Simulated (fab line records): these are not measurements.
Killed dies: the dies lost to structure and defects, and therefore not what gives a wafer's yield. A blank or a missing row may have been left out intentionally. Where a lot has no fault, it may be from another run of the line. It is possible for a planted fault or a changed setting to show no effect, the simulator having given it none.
Which tool is to blame? / flow gf180mcu / 12 lots with 36 wafers sampled at 5 steps, on a route of 602 steps

== WHAT THE GAUGES READ, wafer by wafer ==
GF_NWELL_OVL_MEAS_07. Usual: NWELL_OVL -0.6 nm, standard deviation 1.5.
lot=L437; measured=day 3 20:02; on=overlay-02; NWELL_OVL (nm)=-0.9 -1.5 -2.4; flag=
lot=L438; measured=day 3 19:10; on=overlay-02; NWELL_OVL (nm)=-0.5 -1.5 -0.1; flag=
lot=L439; measured=day 4 02:32; on=overlay-02; NWELL_OVL (nm)=0.4 -0.9 -0.6; flag=
lot=L441; measured=day 4 06:44; on=overlay-02; NWELL_OVL (nm)=1.1 -0.6 1.7; flag=
lot=L440; measured=day 4 07:36; on=overlay-02; NWELL_OVL (nm)=0.5 -2.5 -2.8; flag=
lot=L442; measured=day 4 14:35; on=overlay-02; NWELL_OVL (nm)=3.0 1.4 2.1; flag=
lot=L443; measured=day 4 18:11; on=overlay-01; NWELL_OVL (nm)=1.3 1.3 -1.3; flag=
lot=L444; measured=day 5 02:12; on=overlay-01; NWELL_OVL (nm)=-2.9 -2.2 -0.5; flag=
lot=L448; measured=day 5 20:13; on=overlay-02; NWELL_OVL (nm)=-0.6 0.0 1.7; flag=
lot=L451; measured=day 6 16:14; on=overlay-01; NWELL_OVL (nm)=-0.7 2.6 0.8; flag=
lot=L455; measured=day 7 23:38; on=overlay-02; NWELL_OVL (nm)=-3.8 -2.1 -3.1; flag=
lot=L457; measured=day 8 11:11; on=overlay-01; NWELL_OVL (nm)=0.3 -0.3 -1.1; flag=

GF_HV_LDD_CD_MEAS_31 targets a cd of 400 nm. Usual: cdNm at 399.8 nm, with a standard deviation of 2.1.
lot=L437; measured=day 12 02:49; on=cdSem-01; cdNm (nm)=402.1 402.9 402.3; flag=
lot=L438; measured=day 12 00:12; on=cdSem-01; cdNm (nm)=400.4 399.2 401.3; flag=
lot=L439; measured=day 12 09:22; on=cdSem-02; cdNm (nm)=397.9 398.8 398.2; flag=
lot=L441; measured=day 12 16:59; on=cdSem-01; cdNm (nm)=398.9 396.9 398.7; flag=
lot=L440; measured=day 12 16:34; on=cdSem-01; cdNm (nm)=401.0 400.1 403.4; flag=
lot=L442; measured=day 13 03:01; on=cdSem-01; cdNm (nm)=395.2 397.8 399.3; flag=
lot=L443; measured=day 13 08:28; on=cdSem-01; cdNm (nm)=402.3 400.9 399.8; flag=
lot=L444; measured=day 13 18:37; on=cdSem-01; cdNm (nm)=395.3 395.7 397.3; flag=
lot=L448; measured=day 14 23:56; on=cdSem-01; cdNm (nm)=424.6 423.5 424.8; flag=OFF
lot=L451; measured=day 16 03:40; on=cdSem-01; cdNm (nm)=423.8 423.4 424.9; flag=OFF
lot=L455; measured=day 18 05:41; on=cdSem-02; cdNm (nm)=401.0 398.6 397.8; flag=
lot=L457; measured=day 19 00:40; on=cdSem-01; cdNm (nm)=399.3 399.3 402.4; flag=

GF_PSD_OVL_MEAS_08. Usual: PSD_OVL -1.1 nm, standard deviation 1.4.
lot=L437; measured=day 14 19:39; on=overlay-01; PSD_OVL (nm)=-1.4 -2.6 0.2; flag=
lot=L438; measured=day 14 15:43; on=overlay-01; PSD_OVL (nm)=0.6 0.5 0.9; flag=
lot=L439; measured=day 15 02:14; on=overlay-01; PSD_OVL (nm)=-1.6 -0.7 0.2; flag=
lot=L441; measured=day 15 11:33; on=overlay-02; PSD_OVL (nm)=-2.4 -1.2 -1.1; flag=
lot=L440; measured=day 15 10:38; on=overlay-01; PSD_OVL (nm)=-1.7 -2.4 -2.9; flag=
lot=L442; measured=day 15 22:37; on=overlay-01; PSD_OVL (nm)=-3.4 -1.1 -3.1; flag=
lot=L443; measured=day 16 04:05; on=overlay-01; PSD_OVL (nm)=1.1 0.2 -1.3; flag=
lot=L444; measured=day 16 14:29; on=overlay-02; PSD_OVL (nm)=0.5 0.1 0.7; flag=
lot=L448; measured=day 17 22:10; on=overlay-02; PSD_OVL (nm)=-2.0 -2.0 -1.5; flag=
lot=L451; measured=day 19 05:21; on=overlay-02; PSD_OVL (nm)=-3.4 -1.3 -2.7; flag=
lot=L455; measured=day 21 09:34; on=overlay-01; PSD_OVL (nm)=0.7 -0.1 -0.5; flag=
lot=L457; measured=day 22 05:27; on=overlay-01; PSD_OVL (nm)=-1.8 -1.4 -2.1; flag=

== WHAT TOOL EACH LOT RAN ON (gives the tool, then ch and the chambers of the sampled wafers, and finally the start) ==
lot=L437; GF_STI_STRIP_15=plasmaAsher-04 ch 0,1, day 2 02:38; GF_HV_LDD_EXPOSE_28=ilineStepper-02 ch 0, day 11 17:29
lot=L438; GF_STI_STRIP_15=plasmaAsher-03 ch 0,1, day 2 07:44; GF_HV_LDD_EXPOSE_28=ilineStepper-01 ch 0, day 11 14:48
lot=L439; GF_STI_STRIP_15=plasmaAsher-02 ch 0,1, day 2 13:13; GF_HV_LDD_EXPOSE_28=ilineStepper-01 ch 0, day 12 00:40
lot=L441; GF_STI_STRIP_15=plasmaAsher-03 ch 0,1, day 2 21:46; GF_HV_LDD_EXPOSE_28=ilineStepper-01 ch 0, day 12 07:38
lot=L440; GF_STI_STRIP_15=plasmaAsher-03 ch 0,1, day 2 22:07; GF_HV_LDD_EXPOSE_28=ilineStepper-02 ch 0, day 12 07:01
lot=L442; GF_STI_STRIP_15=plasmaAsher-03 ch 0,1, day 3 06:47; GF_HV_LDD_EXPOSE_28=ilineStepper-01 ch 0, day 12 17:13
lot=L443; GF_STI_STRIP_15=plasmaAsher-02 ch 0,1, day 3 10:40; GF_HV_LDD_EXPOSE_28=ilineStepper-01 ch 0, day 12 23:25
lot=L444; GF_STI_STRIP_15=plasmaAsher-04 ch 0,1, day 3 16:45; GF_HV_LDD_EXPOSE_28=ilineStepper-01 ch 0, day 13 08:10
lot=L448; GF_STI_STRIP_15=plasmaAsher-03 ch 0,1, day 4 10:28; GF_HV_LDD_EXPOSE_28=ilineStepper-02 ch 0, day 14 13:50
lot=L451; GF_STI_STRIP_15=plasmaAsher-04 ch 0,1, day 5 02:25; GF_HV_LDD_EXPOSE_28=ilineStepper-02 ch 0, day 15 17:28
lot=L455; GF_STI_STRIP_15=plasmaAsher-02 ch 0,1, day 6 02:50; GF_HV_LDD_EXPOSE_28=ilineStepper-01 ch 0, day 17 18:10
lot=L457; GF_STI_STRIP_15=plasmaAsher-02 ch 0,1, day 6 13:07; GF_HV_LDD_EXPOSE_28=ilineStepper-01 ch 0, day 18 13:59
- GF_STI_STRIP_15: strips in O2/N2.
- GF_HV_LDD_EXPOSE_28: exposes mask Nplus HV AREA, target cd 400 nm.

== WHAT THE TOOLS THEMSELVES READ (means of the sampled wafers that have a number; where no wafer has one, the mark that the record gives instead) ==
GF_STI_STRIP_15. Usual: drypumpMotorCurrentA 5.8 A, standard deviation 0.4; heaterPowerW 327 W, standard deviation 34; oesProductAu 0.384 a.u., standard deviation 0.0049; platenTempC 249.97 C, standard deviation 0.17; stripTimeToEndpointS 3.74 s, standard deviation 0.053.
lot=L437; tool=plasmaAsher-04; drypumpMotorCurrentA (A)=5.7; heaterPowerW (W)=370; oesProductAu (a.u.)=0.386; platenTempC (C)=250.06; stripTimeToEndpointS (s)=3.70; flag=
lot=L438; tool=plasmaAsher-03; drypumpMotorCurrentA (A)=6.1; heaterPowerW (W)=309; oesProductAu (a.u.)=0.389; platenTempC (C)=249.98; stripTimeToEndpointS (s)=3.81; flag=
lot=L439; tool=plasmaAsher-02; drypumpMotorCurrentA (A)=5.4; heaterPowerW (W)=318; oesProductAu (a.u.)=0.383; platenTempC (C)=250.18; stripTimeToEndpointS (s)=3.73; flag=
lot=L441; tool=plasmaAsher-03; drypumpMotorCurrentA (A)=6.1; heaterPowerW (W)=312; oesProductAu (a.u.)=0.383; platenTempC (C)=249.81; stripTimeToEndpointS (s)=3.72; flag=
lot=L440; tool=plasmaAsher-03; drypumpMotorCurrentA (A)=6.3; heaterPowerW (W)=307; oesProductAu (a.u.)=0.385; platenTempC (C)=249.82; stripTimeToEndpointS (s)=3.72; flag=
lot=L442; tool=plasmaAsher-03; drypumpMotorCurrentA (A)=6.4; heaterPowerW (W)=307; oesProductAu (a.u.)=0.386; platenTempC (C)=250.00; stripTimeToEndpointS (s)=3.73; flag=
lot=L443; tool=plasmaAsher-02; drypumpMotorCurrentA (A)=5.6; heaterPowerW (W)=320; oesProductAu (a.u.)=0.380; platenTempC (C)=249.93; stripTimeToEndpointS (s)=3.69; flag=
lot=L444; tool=plasmaAsher-04; drypumpMotorCurrentA (A)=5.7; heaterPowerW (W)=340; oesProductAu (a.u.)=0.385; platenTempC (C)=249.93; stripTimeToEndpointS (s)=3.69; flag=
lot=L448; tool=plasmaAsher-03; drypumpMotorCurrentA (A)=6.1; heaterPowerW (W)=309; oesProductAu (a.u.)=0.389; platenTempC (C)=249.97; stripTimeToEndpointS (s)=3.76; flag=
lot=L451; tool=plasmaAsher-04; drypumpMotorCurrentA (A)=5.7; heaterPowerW (W)=368; oesProductAu (a.u.)=0.383; platenTempC (C)=250.00; stripTimeToEndpointS (s)=3.75; flag=
lot=L455; tool=plasmaAsher-02; drypumpMotorCurrentA (A)=5.4; heaterPowerW (W)=319; oesProductAu (a.u.)=0.380; platenTempC (C)=249.87; stripTimeToEndpointS (s)=3.71; flag=
lot=L457; tool=plasmaAsher-02; drypumpMotorCurrentA (A)=5.4; heaterPowerW (W)=322; oesProductAu (a.u.)=0.381; platenTempC (C)=249.98; stripTimeToEndpointS (s)=3.68; flag=

GF_HV_LDD_EXPOSE_28. Usual: exposureDoseMJCm2 at 140.00, with a standard deviation of 0.12.
lot=L437 tool=ilineStepper-02 exposureDoseMJCm2=140.01 flag=
lot=L438 tool=ilineStepper-01 exposureDoseMJCm2=139.95 flag=
lot=L439 tool=ilineStepper-01 exposureDoseMJCm2=139.87 flag=
lot=L441 tool=ilineStepper-01 exposureDoseMJCm2=140.14 flag=
lot=L440 tool=ilineStepper-02 exposureDoseMJCm2=139.95 flag=
lot=L442 tool=ilineStepper-01 exposureDoseMJCm2=140.07 flag=
lot=L443 tool=ilineStepper-01 exposureDoseMJCm2=140.05 flag=
lot=L444 tool=ilineStepper-01 exposureDoseMJCm2=139.92 flag=
lot=L448 tool=ilineStepper-02 exposureDoseMJCm2=152.34 flag=OFF
lot=L451 tool=ilineStepper-02 exposureDoseMJCm2=152.46 flag=OFF
lot=L455 tool=ilineStepper-01 exposureDoseMJCm2=139.96 flag=
lot=L457 tool=ilineStepper-01 exposureDoseMJCm2=140.02 flag=

== THE ANSWER, worked out from the rows above alone ==
Rule: a lot is off if the mean of its wafers that have a number lies more than 3 standard deviations from the usual mean. A lot without any number at a reading at which 4 lots or more have one is off too. All remaining lots with rows at the step are treated as sound. Order of review: gauges by route order, followed by the tools' own readings, for which a lot's mean as printed above is used. At the first step where some lot is off, the reading lying furthest off is the one used; lots without a number count as furthest.
Off, at GF_HV_LDD_CD_MEAS_31 on cdNm: L448, L451.
A tool fits if, at a process step before that reading, it ran every lot that is off, and no sound lot after the first of them. Not tried: the gauges at GF_HV_LDD_CD_MEAS_31; whatever is off there is also off at GF_HV_LDD_EXPOSE_28, on other tools, and gauge error can't account for it. One fits: ilineStepper-02 at GF_HV_LDD_EXPOSE_28. Its last sound lot is L440 (day 12 07:01), its first lot that is off L448 (day 14 13:50): a fault that began between those two fits.
The tool's own readings at GF_HV_LDD_EXPOSE_28 bear it out: on the lots that are off they differ by more than 5 times the standard deviation of the sound lots' means. exposureDoseMJCm2 reads 152.40 there against 139.99 on the sound lots.

== WHAT THE SIMULATOR HAD PUT IN ==
Process parameter drift: ilineStepper-02, from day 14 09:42 on, at GF_HV_LDD_EXPOSE_28. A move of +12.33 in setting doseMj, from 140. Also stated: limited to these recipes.
Lots struck among those shown: L448, L451. The rule above reached the same finding.
